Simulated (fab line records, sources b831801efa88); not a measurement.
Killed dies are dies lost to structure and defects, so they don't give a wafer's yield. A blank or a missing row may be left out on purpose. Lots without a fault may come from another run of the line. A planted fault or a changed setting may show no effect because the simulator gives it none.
Which tool did it? | flow gf180mcu | 13 lots, 39 wafers sampled, at 6 steps of a route of 602

WHAT THE GAUGES READ, wafer by wafer
GF_STI_THK_MEAS_02.
lot  | measured    | on            | STI_OXIDATION_THK (nm)
L127 | day 1 16:31 | film_metro-02 | 10.30 10.10 10.27
L128 | day 1 21:32 | film_metro-04 | 9.94 9.80 9.83
L129 | day 2 02:31 | film_metro-02 | 10.16 10.05 10.09
L134 | day 3 04:19 | film_metro-03 | 10.16 10.01 10.03
L135 | day 3 08:41 | film_metro-02 | 9.80 9.96 9.89
L137 | day 3 19:11 | film_metro-02 | 10.28 10.32 10.26
L138 | day 3 23:31 | film_metro-03 | 9.87 9.95 9.90
L139 | day 4 05:01 | film_metro-02 | 10.11 10.02 10.17
L140 | day 4 09:31 | film_metro-04 | 10.37 10.30 9.98
L141 | day 4 15:38 | film_metro-04 | 10.04 10.06 10.00
L147 | day 5 20:31 | film_metro-02 | 10.16 10.17 10.23
L148 | day 6 02:12 | film_metro-02 | 9.64 9.61 9.55
L149 | day 6 07:07 | film_metro-02 | 9.85 9.84 9.95

GF_STI_THK_MEAS_30.
lot  | measured    | on            | STI_OXIDATION_02_THK (nm)
L127 | day 2 14:16 | film_metro-04 | 9.94 9.93 9.81
L128 | day 2 17:07 | film_metro-04 | 9.88 9.95 9.96
L129 | day 2 21:17 | film_metro-02 | 10.12 10.00 9.90
L134 | day 4 00:44 | film_metro-04 | 10.08 10.14 9.92
L135 | day 4 03:53 | film_metro-03 | 10.14 9.96 10.03
L137 | day 4 17:56 | film_metro-03 | 10.09 9.96 9.99
L138 | day 4 22:21 | film_metro-03 | 10.14 10.20 10.22
L139 | day 5 02:28 | film_metro-03 | 9.81 9.88 9.90
L140 | day 5 06:13 | film_metro-04 | 10.10 10.15 10.24
L141 | day 5 12:46 | film_metro-04 | 9.70 9.91 10.03
L147 | day 6 18:02 | film_metro-04 | 10.05 10.11 10.17
L148 | day 6 23:41 | film_metro-02 | 10.18 10.01 10.08
L149 | day 7 04:18 | film_metro-03 | 10.25 10.23 10.03

GF_NWELL_TW_MEAS_11.
lot  | measured    | on            | NWELL_TW
L127 | day 3 16:22 | film_metro-01 | 1565 1574 1574
L128 | day 3 19:13 | film_metro-01 | 1583 1573 1574
L129 | day 3 23:59 | film_metro-02 | 1567 1574 1569
L134 | day 5 04:42 | film_metro-01 | 1582 1581 1575
L135 | day 5 07:26 | film_metro-03 | 1578 1564 1567
L137 | day 5 22:45 | film_metro-01 | 1570 1570 1575
L138 | day 6 03:05 | film_metro-03 | 1582 1576 1569
L139 | day 6 07:37 | film_metro-01 | 1593 1588 1582
L140 | day 6 12:02 | film_metro-01 | 1576 1575 1574
L141 | day 6 19:07 | film_metro-01 | 1578 1580 1581
L147 | day 8 01:12 | film_metro-03 | 1576 1578 1575
L148 | day 8 06:48 | film_metro-03 | 1941 1929 1940 1940 1930 1942
L149 | day 8 12:49 | film_metro-01 | 1943 1952 1952 1941 1937 1936

GF_MVPSD_OVL_MEAS_07.
lot  | measured     | on         | MVPSD_OVL (nm)
L127 | day 5 08:18  | overlay-02 | 0.1 0.5 -0.5
L128 | day 5 13:48  | overlay-01 | -0.3 0.1 0.3
L129 | day 5 18:07  | overlay-02 | -1.5 -0.2 -1.1
L134 | day 7 01:09  | overlay-01 | 1.2 0.1 -1.6
L135 | day 7 04:54  | overlay-01 | 1.9 -1.4 -1.0
L137 | day 7 21:44  | overlay-02 | -0.6 -1.5 -0.6
L138 | day 8 01:59  | overlay-02 | -1.8 0.2 -2.0
L139 | day 8 06:35  | overlay-02 | -0.9 -0.7 2.0
L140 | day 8 11:53  | overlay-02 | -1.8 -0.1 1.1
L141 | day 8 20:17  | overlay-02 | 1.7 0.0 -1.2
L147 | day 10 03:55 | overlay-02 | 1.6 -0.3 0.3

WHICH TOOL RAN EACH LOT (tool, then ch and the chambers of the sampled wafers, then the start)
lot  | GF_DNWELL_COAT_02                | GF_DNWELL_STRIP_08
L127 | litho_track-03 ch 0, day 2 19:29 | plasma_asher-01 ch 0,1, day 3 02:08
L128 | litho_track-03 ch 0, day 2 23:01 | plasma_asher-04 ch 0,1, day 3 05:53
L129 | litho_track-04 ch 0, day 3 03:56 | plasma_asher-01 ch 0,1, day 3 10:23
L134 | litho_track-01 ch 0, day 4 07:13 | plasma_asher-01 ch 0,1, day 4 14:08
L135 | litho_track-01 ch 0, day 4 10:20 | plasma_asher-04 ch 0,1, day 4 17:14
L137 | litho_track-01 ch 0, day 5 00:43 | plasma_asher-02 ch 0,1, day 5 08:05
L138 | litho_track-01 ch 0, day 5 04:44 | plasma_asher-04 ch 0,1, day 5 12:11
L139 | litho_track-03 ch 0, day 5 09:04 | plasma_asher-02 ch 1, day 5 16:41
L140 | litho_track-04 ch 0, day 5 13:14 | plasma_asher-02 ch 0,1, day 5 20:49
L141 | litho_track-01 ch 0, day 5 19:53 | plasma_asher-02 ch 0,1, day 6 03:47
L147 | litho_track-04 ch 0, day 7 00:51 | plasma_asher-01 ch 0,1, day 7 08:41
L148 | litho_track-01 ch 0, day 7 06:40 | plasma_asher-01 ch 0,1, day 7 14:47
L149 | litho_track-01 ch 0, day 7 11:52 | plasma_asher-01 ch 0,1, day 7 19:52
- GF_DNWELL_COAT_02: resist thk 3000 nm.
- GF_DNWELL_STRIP_08: strips in O2/N2.

WHAT THE TOOLS THEMSELVES READ (means of the sampled wafers that have a number; where no wafer has one, the mark that the record gives instead)
GF_DNWELL_STRIP_08.
lot  | tool            | drypump_motor_current_A (A) | heater_power_w (W) | o2_flow_sccm (sccm) | oes_product_au (a.u.) | platen_temp_c (C) | strip_time_to_endpoint_s (s)
L127 | plasma_asher-01 | 5.5                         | 336                | 3001                | 0.724                 | 250.03            | 37.12
L128 | plasma_asher-04 | 5.6                         | 377                | 3006                | 0.719                 | 249.92            | 36.89
L129 | plasma_asher-01 | 5.5                         | 342                | 2995                | 0.718                 | 249.77            | 37.04
L134 | plasma_asher-01 | 5.5                         | 340                | 3013                | 0.725                 | 250.02            | 36.86
L135 | plasma_asher-04 | 5.7                         | 392                | 3007                | 0.722                 | 250.07            | 36.93
L137 | plasma_asher-02 | 5.9                         | 338                | 2997                | 0.724                 | 250.08            | 36.89
L138 | plasma_asher-04 | 5.6                         | 378                | 3006                | 0.724                 | 250.21            | 37.06
L139 | plasma_asher-02 | 6.1                         | 338                | 3000                | 0.721                 | 250.27            | 36.97
L140 | plasma_asher-02 | 5.9                         | 346                | 2995                | 0.723                 | 250.19            | 37.07
L141 | plasma_asher-02 | 5.9                         | 343                | 3001                | 0.723                 | 249.95            | 36.89
L147 | plasma_asher-01 | 5.3                         | 341                | 3002                | 0.719                 | 250.02            | 37.07
L148 | plasma_asher-01 | 5.3                         | 340                | 2998                | 0.712                 | 250.13            | 16.69
L149 | plasma_asher-01 | 5.3                         | 339                | 3001                | 0.720                 | 249.94            | 16.77

THE ANSWER, worked out from the rows above alone
Rule: what is usual is taken from the lots themselves. Put in order of their means at a reading, lots are off if they are a third of the lots or fewer, leave a main group of 4 or more, and stand apart from it by a gap of 3 or more times the standard deviation of the main group's means; of several such gaps the widest counts. A main group whose means are all the same, to the digits that the tables above print for the reading, isn't used. A lot without any number at a reading at which 4 lots or more have one is off too. The other lots that the step has rows for count as sound. The gauges are gone through in route order, then the tools' own readings, and for those a lot's mean is taken as printed above. The first step at which some lot is off is used, and at that step the reading that is off furthest; a lot without a number counts as furthest.
Off: L148, L149, at GF_NWELL_TW_MEAS_11 (NWELL_TW). The main group: mean 1576, standard deviation 5.1.
A tool fits if, at a process step before that reading, it ran every lot that is off, and no sound lot after the first of them. The gauges at GF_NWELL_TW_MEAS_11 aren't tried: what is off there is off at GF_DNWELL_STRIP_08 too, on other tools, and a gauge's error can't cause that. Can't be told from this: 2 tools fit, litho_track-01 at GF_DNWELL_COAT_02, plasma_asher-01 at GF_DNWELL_STRIP_08.

WHAT THE SIMULATOR HAD PUT IN
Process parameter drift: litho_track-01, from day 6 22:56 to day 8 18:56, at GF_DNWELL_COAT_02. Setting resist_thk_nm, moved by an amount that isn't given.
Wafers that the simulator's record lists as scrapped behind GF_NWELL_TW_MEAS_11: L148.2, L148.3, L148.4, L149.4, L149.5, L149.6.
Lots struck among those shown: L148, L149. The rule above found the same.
